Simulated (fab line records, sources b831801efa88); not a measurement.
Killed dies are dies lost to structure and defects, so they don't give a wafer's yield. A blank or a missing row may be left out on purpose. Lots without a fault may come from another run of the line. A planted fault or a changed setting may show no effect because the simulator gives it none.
Problem report in the 8D (eight disciplines) form, filled by code | flow gf180mcu | the parts of the form that need people (team, actions taken, sign-off) are left out

1. THE PROBLEM
cd_nm at GF_V2_CD_MEAS_14 reads a mean of 250.7 nm on 6 wafers of 2 lots; wafers without a fault read 259.8 nm with a standard deviation of 1.3. That is -7.0 standard deviations from the usual mean.
The step: target cd 260 nm.
First seen on wafer L815.2, day 22 11:18, on cd_sem-01. The record holds 36 wafers of 12 lots with a number at this step. Rule for "out", or "out of limits": more than 4 standard deviations from the usual mean. The other wafers with a number count as sound.

2. WHAT IT IS AND WHAT IT IS NOT
question                    | is                     | is not
which readings at this step | cd_nm                  | -
which lots                  | L815, L818             | L809, L811, L812, L822, L827, L828, L829, L830, L831, L832
which wafers of those lots  | all that have a number | -
read on which gauges        | cd_sem-01              | cd_sem-02
when                        | from day 22 11:18      | up to then (9 sound wafers); but 21 sound wafers of L822, L827, L828, L829, L830, L831, L832 came after

3. SUSPECTS, AND WHAT RULES EACH OUT
Counting: a tool at a process step up to the reading stays a suspect if it ran every lot that is out and no sound lot after the first of them.
- the gauge at GF_V2_CD_MEAS_14: ruled out. All the wafers that are out were read on cd_sem-01, but those of them that GF_V2_SOFTBAKE_10 has rows for are out there too, on other tools.
- litho_track-04 at GF_V2_SOFTBAKE_10 (time 60 s): ruled out as a lasting fault. Sound lots L829, L831 ran on it after its first lot that is out, L815 (day 21 23:00).
Left after counting: nothing in the record.

4. THE CAUSE (what the simulator had put in)
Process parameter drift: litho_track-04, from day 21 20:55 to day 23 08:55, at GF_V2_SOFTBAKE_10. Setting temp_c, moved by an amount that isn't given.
Counting ruled it out, wrongly: the rule takes a fault to strike every lot that its tool runs from its start on, and this one did not.

5. THE CHAIN OF EFFECTS, in route order
Each row: a reading whose mean over the struck wafers that have a number lies more than 3 standard deviations from the usual. Only readings for which the record gives a usual standard deviation are gone through. hours: the time from each lot's start at the first step in this table that gives one to its start at this step, as a median over the lots. sigmas: the change in usual standard deviations.
hours | step              | reading              | usual    | on struck wafers | change | sigmas
0     | GF_V2_SOFTBAKE_10 | heater_power_total_W | 93.04 W  | 89.94            | -3.10  | -51
0     | GF_V2_SOFTBAKE_10 | plate_temp_C         | 129.96 C | 126.44           | -3.52  | -23
12    | GF_V2_CD_MEAS_14  | cd_nm                | 259.8 nm | 250.7            | -9.2   | -7.0
The process steps in it:
- GF_V2_SOFTBAKE_10: time 60 s.

6. WHAT WOULD HAVE CAUGHT IT SOONER
In this record the first reading out of limits at a measuring or inspecting step was taken at day 22 11:18, 14 hours after the fault began at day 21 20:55.
The tool's own readings at GF_V2_SOFTBAKE_10 were out on every struck wafer that the step has a row for (heater_power_total_W, plate_temp_C): an alarm limit on them would have fired on the first of those.
